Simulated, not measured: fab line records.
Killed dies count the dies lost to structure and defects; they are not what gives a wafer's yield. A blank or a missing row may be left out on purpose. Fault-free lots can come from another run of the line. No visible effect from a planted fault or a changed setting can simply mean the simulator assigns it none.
Problem report in the 8D (eight disciplines) form, filled by code | flow gf180mcu | the parts of the form that need people (team, actions taken, sign-off) are left out

1. WHAT IS WRONG
Across 6 wafers from 2 lots, V3_W_RS at GF_V3_RS_MEAS_24 averages 0.279 ohm/sq, while fault-free wafers read 0.328 ohm/sq with a standard deviation of 0.0045. That is -11 standard deviations from the usual mean.
The step: measures by four-point-probe.
The first sign was on wafer L661.2 at day 24 05:14, on film-metro-03. At this step, 33 wafers from 11 lots have a number in the record. Rule for "out" (also "out of limits"): further than 4 standard deviations from the usual mean. All remaining wafers that have a number are taken as sound.

2. WHAT IT IS, WHAT IT ISN'T
question                    | is                           | is not
which readings at this step | V3_W_RS                      | -
which lots                  | L661, L663                   | L658, L659, L662, L670, L674, L675, L676, L677, L678
which wafers of those lots  | all that have a number       | -
read on which gauges        | film-metro-02, film-metro-03 | film-metro-01
when                        | from day 24 05:14            | up to then (6 sound wafers); but 21 sound wafers of L662, L670, L674, L675, L676, L677, L678 came after

3. WHAT RULES OUT EACH SUSPECT
Counting: a tool stays on the suspect list if, at a process step up to the reading, it processed all lots that are out and no sound lot following the first of them.
- the gauge at GF_V3_RS_MEAS_24: ruled out. Those wafers that are out were read across 2 gauges (film-metro-02, film-metro-03).
- cvd-w-02 at GF_V3_CVD_23 (deposits W, target thk 350 nm, time 104.9 s): ruled out as a lasting fault. Following L661 (day 24 05:06), the first lot on it that is out, the sound lots L670, L675, L676, L677 were run on it.
Left after counting: nothing in the record.

4. THE CAUSE (what the simulator had put in)
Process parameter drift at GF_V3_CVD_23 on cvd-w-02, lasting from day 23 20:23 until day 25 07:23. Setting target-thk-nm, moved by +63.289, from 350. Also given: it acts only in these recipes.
It was ruled out by counting, in error; the rule expects a fault to strike all lots run on its tool from its start on, and this fault did not.

5. SEQUENCE OF EFFECTS, ordered by route
Each row: a reading whose mean over the struck wafers that have a number lies more than 3 standard deviations from the usual. Scope: only readings with a usual standard deviation given in the record; hours: median across lots of the time from each lot's start at the first step in this table that gives one to its start at this step; sigmas: change in usual standard deviations.
hours | step              | reading            | usual        | on struck wafers | change | sigmas
0     | GF_V3_RS_MEAS_24  | V3_W_RS            | 0.328 ohm/sq | 0.279            | -0.049 | -11
6     | GF_V3_THK_MEAS_25 | V3_W_THK           | 351 nm       | 415              | +64    | +10
9     | GF_V3_CMP_26      | time-to-endpoint-s | 85 s         | 100              | +15    | +4.9
The process steps in it:
- GF_V3_CMP_26: polishes, stops on SiO2, t overpolish 15 s, target thk 0 nm.

6. WHAT WOULD HAVE CAUGHT IT SOONER
In this record the first reading out of limits at a measuring or inspecting step was taken at day 24 05:14, 9 hours after the fault began at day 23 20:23.
Of the tool readings at GF_V3_CVD_23 for which the record gives a usual standard deviation, none was out on any struck wafer, so an alarm limit of 4 standard deviations on them would not have fired.
